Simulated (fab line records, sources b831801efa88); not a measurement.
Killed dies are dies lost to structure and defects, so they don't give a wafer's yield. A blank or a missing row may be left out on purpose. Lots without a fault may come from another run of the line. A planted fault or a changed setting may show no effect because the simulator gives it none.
fab line records | flow sfq_line
record lots=14 wafers=42 last_day=87
route steps=325 shown C5@249 M6@262 M7@292 I7@306
lots that met no fault: from a run of the same line without faults
start_h: hours from the record's first day to the start of the lot's first wafer shown | wait_h: hours since the lot's step before | " the same as in the row above | L1.1+2: a row that stands for several wafers | - no value, or no start given | * or withheld: withheld | < > ~ a bound
route shown NAME@n: a module of which the file shows steps, and the number in the route of the first | usual: mean/standard deviation of fault-free wafers | same: alike in all rows | chamber/n: place in a boat | sites: the reading at each site | _std_site: their standard deviation | _edge_site: outer sites' mean less inner sites' | radius_mm: how far each site lies from the wafer's centre | mask NAME#n: copy n | behind: the tool/chamber that last shaped the wafer | hold: why the lot was held/for how many hours/how that ended | device: the transistor (n, p or np) that didn't switch | end of line: the same wafers' tests at the end of the route | a step without rows: its recipe alone | killed: dies lost to structure and defects at the first sort, not the wafer's yield | map: a wafer's dies, x killed, . not, _ none there
set.NAME: the setting as run; set.NAME@STEP: as run at that earlier step | model.NAME: the simulator's own value behind a step, which no gauge read
steps of the route over a sample of lots; a table a step, a row a wafer
services: from which hour (start_h, from the record's first day; less than 0 if before it) a tool's chamber was out of use, for how many hours, and why
## steps
# step SFQ_TRILAYER_C5_STRIP_STRIP_155
# recipe gas=O2 power_w=200 platen_temp_c=40 overash_fraction=0.65 chemistry=O2 pressure_mtorr=50
# usual drypump_motor_current_A=5.8/0.38 oes_product_au=1.000/0.0074 platen_temp_c=39.97/0.11
# columns lot.wafer tool chamber start_h wait_h drypump_motor_current_A oes_product_au platen_temp_c rf_hours_counter_h
L927.2 rie_metal-04 1 1452.64 - 5.4 0.998 39.93 143
L927.4 " 0 " " 5.9 1.005 40.05 -
L927.5 " 1 " " 5.4 1.001 39.98 -
L928.3 rie_metal-04 0 1455.20 - 5.9 0.994 40.03 -
L928.4 " 1 " " 5.3 1.001 39.97 -
L928.5 " 0 " " 5.9 1.003 40.05 -
L930.2 rie_metal-03 0 1458.60 - 5.5 0.998 40.16 44
L930.5 " 1 " " 6.2 0.996 39.92 -
L930.6 " 0 " " 5.5 0.991 40.03 -
L931.3 rie_metal-03 0 1461.20 - 5.6 1.002 40.04 -
L931.5 " 1 " " 6.1 0.993 40.09 -
L931.6 " 0 " " 5.6 1.000 40.05 -
L932.2 rie_metal-02 1 1462.20 - 6.5 1.018 39.90 34
L932.4 " 1 " " 6.5 1.009 39.97 -
L932.6 " 0 " " 5.6 0.998 40.03 -
L933.2 rie_metal-04 0 1464.30 - 5.9 0.995 39.89 28
L933.3 " 1 " " 5.3 1.002 40.15 -
L933.4 " 0 " " 5.9 0.976 39.99 -
L935.1 rie_metal-03 0 1619.47 - 5.5 1.008 40.03 64
L935.3 " 1 " " 6.1 1.003 40.02 -
L935.5 " 0 " " 5.6 0.998 40.03 -
L936.2 rie_metal-02 0 1626.62 - 5.5 1.000 39.99 30
L936.3 " 1 " " 6.5 1.001 39.81 -
L936.5 " 1 " " 6.5 1.005 39.96 -
L937.2 rie_metal-02 0 1632.62 - 5.6 0.991 39.92 30
L937.4 " 0 " " 5.6 0.990 39.92 -
L937.6 " 0 " " 5.6 0.994 39.82 -
L939.1 rie_metal-02 0 1641.02 - 5.6 0.990 39.98 31
L939.2 " 1 " " 6.5 1.009 39.86 56
L939.4 " 0 " " 5.6 0.996 40.01 -
L945.1 rie_metal-02 0 1806.17 - 5.6 0.992 40.07 55
L945.2 " 0 " " 5.6 0.990 39.87 -
L945.5 " 0 " " 5.6 0.993 39.85 -
L947.2 rie_metal-02 0 1819.75 - 5.6 1.011 39.93 58
L947.3 " 0 " " 5.6 0.997 39.91 -
L947.6 " 0 " " 5.6 1.000 39.94 -
L949.2 rie_metal-03 1 1830.25 - 6.1 1.006 39.92 69
L949.5 " 1 " " 6.1 1.009 40.06 -
L949.6 " 0 " " 5.6 1.004 39.83 -
L950.3 rie_metal-02 1 1998.30 - 6.5 1.013 39.98 -
L950.5 " 0 " " 5.6 0.998 39.76 -
L950.6 " 1 " " 6.5 1.005 40.10 -
# step SFQ_TRILAYER_M6_BARC_OPEN_METAL_ETCH_206
# recipe mask_material=PR chemistry=O2 target_depth_nm=125 target=BARC icp_w=600 bias_w=80 pressure_mtorr=10 time_s=41.7
# usual drypump_motor_current_A=5.76/0.26 oes_product_au=0.685/0.0045 rf_fwd_power_W=592.3/2.9
# columns lot.wafer tool chamber start_h wait_h drypump_motor_current_A oes_product_au rf_fwd_power_W rf_hours_counter_h
L927.2 rie_metal-03 0 1467.81 0.0 5.57 0.674 594.3 45
L927.4 " 0 " " 5.57 0.681 594.1 -
L927.5 " 0 " " 5.56 0.685 591.5 -
L928.3 rie_metal-03 0 1470.23 0.0 5.57 0.691 592.6 -
L928.4 " 1 " " 6.15 0.686 593.2 -
L928.5 " 0 " " 5.60 0.680 592.4 -
L930.2 rie_metal-03 0 1475.01 0.0 5.57 0.677 594.5 47
L930.5 " 0 " " 5.57 0.680 595.4 -
L930.6 " 1 " " 6.13 0.680 591.6 -
L931.3 rie_metal-04 0 1477.43 0.0 5.84 0.687 587.9 -
L931.5 " 0 " " 5.86 0.685 588.2 -
L931.6 " 1 " " 5.34 0.691 589.8 -
L932.2 rie_metal-01 1 1478.61 0.0 5.94 0.677 595.4 100
L932.4 " 0 " " 5.64 0.682 592.2 -
L932.6 " 0 " " 5.66 0.680 590.5 -
L933.2 rie_metal-04 1 1482.21 0.0 5.36 0.680 595.2 148
L933.3 " 1 " " 5.38 0.686 592.9 -
L933.4 " 0 " " 5.87 0.681 587.0 -
L935.1 rie_metal-04 0 1726.61 0.0 5.86 0.688 590.4 66
L935.3 " 0 " " 5.87 0.685 589.5 -
L935.5 " 0 " " 5.87 0.684 586.0 -
L936.2 rie_metal-04 0 1731.41 0.0 5.86 0.682 590.9 66
L936.3 " 0 " " 5.89 0.681 585.7 -
L936.5 " 1 " " 5.33 0.691 596.2 -
L937.2 rie_metal-03 0 1732.61 0.0 5.54 0.679 596.6 81
L937.4 " 1 " " 6.14 0.682 591.9 -
L937.6 " 0 " " 5.55 0.688 599.3 -
L939.1 rie_metal-01 1 1735.01 0.0 5.97 0.687 595.0 133
L939.2 " 0 " " 5.67 0.681 590.7 26
L939.4 " 0 " " 5.66 0.680 590.9 -
L945.1 rie_metal-03 1 1852.43 0.0 6.12 0.688 594.0 73
L945.2 " 0 " " 5.59 0.681 595.3 98
L945.5 " 0 " " 5.55 0.681 594.1 -
L947.2 rie_metal-03 1 1867.06 0.0 6.12 0.684 593.1 75
L947.3 " 1 " " 6.09 0.698 594.0 -
L947.6 " 1 " " 6.10 0.685 592.6 -
L949.2 rie_metal-03 0 1874.36 0.1 5.56 0.690 593.0 103
L949.5 " 1 " " 6.08 0.687 590.8 -
L949.6 " 0 " " 5.57 0.683 594.4 -
L950.3 rie_metal-04 1 2001.48 0.0 5.36 0.686 593.9 -
L950.5 " 1 " " 5.36 0.694 592.6 -
L950.6 " 0 " " 5.87 0.693 588.0 -
# step SFQ_TRILAYER_M7_BARC_OPEN_METAL_ETCH_229
# recipe mask_material=PR chemistry=O2 target_depth_nm=125 target=BARC icp_w=600 bias_w=80 pressure_mtorr=10 time_s=41.7
# usual drypump_motor_current_A=5.8/0.32 oes_product_au=0.685/0.0045 rf_fwd_power_W=592/3.1
# columns lot.wafer tool chamber start_h wait_h drypump_motor_current_A oes_product_au rf_fwd_power_W rf_hours_counter_h
L927.2 rie_metal-01 1 1598.78 0.0 6.0 0.683 596 118
L927.4 " 0 " " 5.7 0.685 591 -
L927.5 " 1 " " 5.9 0.685 597 -
L928.3 rie_metal-04 1 1600.00 0.0 5.4 0.690 590 -
L928.4 " 0 " " 5.8 0.679 590 -
L928.5 " 1 " " 5.4 0.684 595 -
L930.2 rie_metal-01 1 1602.38 0.0 5.9 0.682 593 119
L930.5 " 0 " " 5.7 0.691 590 -
L930.6 " 1 " " 6.0 0.678 596 -
L931.3 rie_metal-04 0 1603.60 0.0 5.9 0.686 586 -
L931.5 " 1 " " 5.4 0.683 594 -
L931.6 " 0 " " 5.9 0.688 588 -
L932.2 rie_metal-02 1 1605.98 0.0 6.5 0.686 592 53
L932.4 " 0 " " 5.6 0.685 595 -
L932.6 " 0 " " 5.5 0.684 595 -
L933.2 rie_metal-01 0 1607.18 0.0 5.7 0.689 588 12
L933.3 " 1 " " 6.0 0.687 594 -
L933.4 " 0 " " 5.7 0.691 592 -
L935.1 rie_metal-01 0 1861.24 0.0 5.7 0.684 591 50
L935.3 " 1 " " 5.9 0.689 593 -
L935.5 " 1 " " 6.0 0.677 597 -
L936.2 rie_metal-01 0 1870.16 0.0 5.7 0.684 588 51
L936.3 " 1 " " 6.0 0.695 596 -
L936.5 " 1 " " 5.9 0.691 597 -
L937.2 rie_metal-04 0 1872.56 0.0 5.9 0.690 588 92
L937.4 " 1 " " 5.3 0.681 592 -
L937.6 " 0 " " 5.9 0.693 587 -
L939.1 rie_metal-04 0 1876.16 0.0 5.9 0.688 587 93
L939.2 " 1 " " 5.3 0.688 592 49
L939.4 " 1 " " 5.3 0.685 593 -
L945.1 rie_metal-04 0 1922.53 0.0 5.9 0.683 588 103
L945.2 " 1 " " 5.3 0.681 496 60
L945.5 " 1 " " 5.4 0.679 494 -
L947.2 rie_metal-04 0 1943.03 0.0 5.9 0.680 588 106
L947.3 " 1 " " 5.3 0.683 497 -
L947.6 " 1 " " 5.3 0.682 496 -
L949.2 rie_metal-02 0 1959.63 0.0 5.6 0.680 593 72
L949.5 " 1 " " 6.5 0.692 594 -
L949.6 " 0 " " 5.6 0.678 595 -
L950.3 rie_metal-02 0 2081.89 0.0 5.6 0.684 598 -
L950.5 " 1 " " 6.5 0.686 590 -
L950.6 " 0 " " 5.6 0.682 596 -
# step SFQ_I7_OVL_MEAS_947
# usual I7_OVL=-2/4.5
# columns lot.wafer tool chamber start_h wait_h I7_OVL[nm]
L927.2 overlay-02 - 1711.11 0.1 1
L927.4 " - " " -1
L927.5 " - " " -6
L928.3 overlay-02 - 1712.32 0.1 -2
L928.4 " - " " -4
L928.5 " - " " -2
L930.2 overlay-02 - 1720.58 0.1 -5
L930.5 " - " " -6
L930.6 " - " " -10
L931.3 overlay-02 - 1721.79 0.1 -3
L931.5 " - " " 2
L931.6 " - " " -5
L932.2 overlay-02 - 1724.18 0.1 1
L932.4 " - " " 5
L932.6 " - " " 1
L933.2 overlay-02 - 1725.38 0.1 -3
L933.3 " - " " -4
L933.4 " - " " -9
L935.1 overlay-01 - 1893.42 0.1 5
L935.3 " - " " -1
L935.5 " - " " -3
L936.2 overlay-01 - 1894.63 0.1 -7
L936.3 " - " " -9
L936.5 " - " " -11
L937.2 overlay-01 - 1895.83 0.1 -5
L937.4 " - " " -1
L937.6 " - " " -4
L939.1 overlay-01 - 1898.22 0.1 -9
L939.2 " - " " -8
L939.4 " - " " -9
L945.1 overlay-02 - 1930.31 0.1 -5
L945.2 " - " " -4
L945.5 " - " " -4
L947.2 overlay-01 - 1952.25 0.1 10
L947.3 " - " " 2
L947.6 " - " " 2
L949.2 overlay-01 - 1967.25 0.1 2
L949.5 " - " " 1
L949.6 " - " " -5
L950.3 overlay-01 - 2092.21 0.1 7
L950.5 " - " " 7
L950.6 " - " " 1
## services
# columns tool chamber start_h hours kind
rie_metal-02 - 1485.90 0.4 repair
rie_metal-02 1 1494.15 3.6 repair
rie_metal-02 0 1506.54 4.9 repair
rie_metal-03 - 1529.49 0.8 repair
rie_metal-01 - 1567.88 1.4 pm
rie_metal-02 - 1624.06 2.3 repair
rie_metal-03 - 1631.47 14.8 repair
rie_metal-04 - 1647.82 4.0 repair
rie_metal-03 1 1650.66 26.4 repair
rie_metal-01 - 1659.72 14.6 pm
rie_metal-03 - 1691.30 1.4 pm
rie_metal-02 - 1732.71 2.7 repair
rie_metal-03 0 1753.58 29.8 repair
rie_metal-04 1 1797.76 4.8 repair
rie_metal-02 1 1804.93 1.4 repair
rie_metal-04 - 1805.61 14.6 pm
rie_metal-04 1 1835.92 10.3 repair
rie_metal-02 - 1867.16 28.1 pm
rie_metal-03 - 1891.58 0.1 repair
rie_metal-02 - 1912.46 2.8 pm
rie_metal-04 - 1920.23 1.4 pm
rie_metal-01 1 1948.16 2.6 repair
rie_metal-02 0 1982.41 11.9 repair
rie_metal-03 0 2008.71 15.9 repair
## key
first_sign step=SFQ_TRILAYER_M7_BARC_OPEN_METAL_ETCH_229 reading=rf_fwd_power_W direction=down sigmas=31 usual=592 struck=496
effect none on later readings
met_at SFQ_TRILAYER_M7_BARC_OPEN_METAL_ETCH_229
struck_lots L945,L947
struck_wafers L945.2,L945.5,L947.3,L947.6
not_acting_at SFQ_TRILAYER_C5_STRIP_STRIP_155,SFQ_TRILAYER_M6_BARC_OPEN_METAL_ETCH_206,SFQ_I7_OVL_MEAS_947
onset_between 1876.16 1922.53
fault kind=process_parameter_drift tool=rie_metal-04 chamber=1 onset_h=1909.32 steps=SFQ_TRILAYER_M7_BARC_OPEN_METAL_ETCH_229 channel=icp_w offset=-96 shape=step end_h=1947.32 acts_in=these_recipes_only stated=600
